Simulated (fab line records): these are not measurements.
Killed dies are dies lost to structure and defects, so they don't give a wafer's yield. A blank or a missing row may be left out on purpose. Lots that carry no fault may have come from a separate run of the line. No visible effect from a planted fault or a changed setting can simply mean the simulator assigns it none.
The tool behind it: which one? :: flow sky130 :: 9 lots (27 wafers sampled), 1 step of a 708-step route

## WHAT THE GAUGES READ, wafer by wafer
SKY_METAL1_CD_MEAS_15 targets a cd of 140 nm.
lot: L383
measured: day 32 18:23
on: cd_sem-02
cd_nm (nm): 139.2 139.8 141.9

lot: L388
measured: day 34 21:40
on: cd_sem-01
cd_nm (nm): 141.5 140.3 141.7

lot: L390
measured: day 35 08:56
on: cd_sem-01
cd_nm (nm): 140.1 140.5 141.5

lot: L396
measured: day 37 08:50
on: cd_sem-01
cd_nm (nm): 139.0 138.8 138.5

lot: L398
measured: day 38 07:40
on: cd_sem-02
cd_nm (nm): 139.3 138.6 140.3

lot: L400
measured: day 38 13:18
on: cd_sem-02
cd_nm (nm): 143.0 141.4 139.4

lot: L403
measured: day 39 00:15
on: cd_sem-01
cd_nm (nm): 140.2 139.9 140.9

lot: L404
measured: day 39 04:16
on: cd_sem-02
cd_nm (nm): 142.0 141.1 142.6

lot: L405
measured: day 39 20:51
on: cd_sem-01
cd_nm (nm): 139.5 138.7 140.0

## WHAT TOOL EACH LOT RAN ON (gives the tool, then ch and the chambers of the sampled wafers, and finally the start)
Before these readings, the record contains no process step.

## THE ANSWER, worked out from the rows above alone
Rule: the lots themselves supply what counts as usual. The widest of any qualifying gaps counts: lots, ordered by their means at a reading, are off when they make up no more than a third of the lots, leave a main group of 4 or more, and stand apart from it by 3 or more times the standard deviation of that group's means. If all means in a main group match to the digits the tables above print for the reading, that group is not used. A lot without any number at a reading at which 4 lots or more have one is off too. The other lots that the step has rows for count as sound.
None of the lots is off at any reading shown; this tells nothing.

## WHAT THE SIMULATOR HAD PUT IN
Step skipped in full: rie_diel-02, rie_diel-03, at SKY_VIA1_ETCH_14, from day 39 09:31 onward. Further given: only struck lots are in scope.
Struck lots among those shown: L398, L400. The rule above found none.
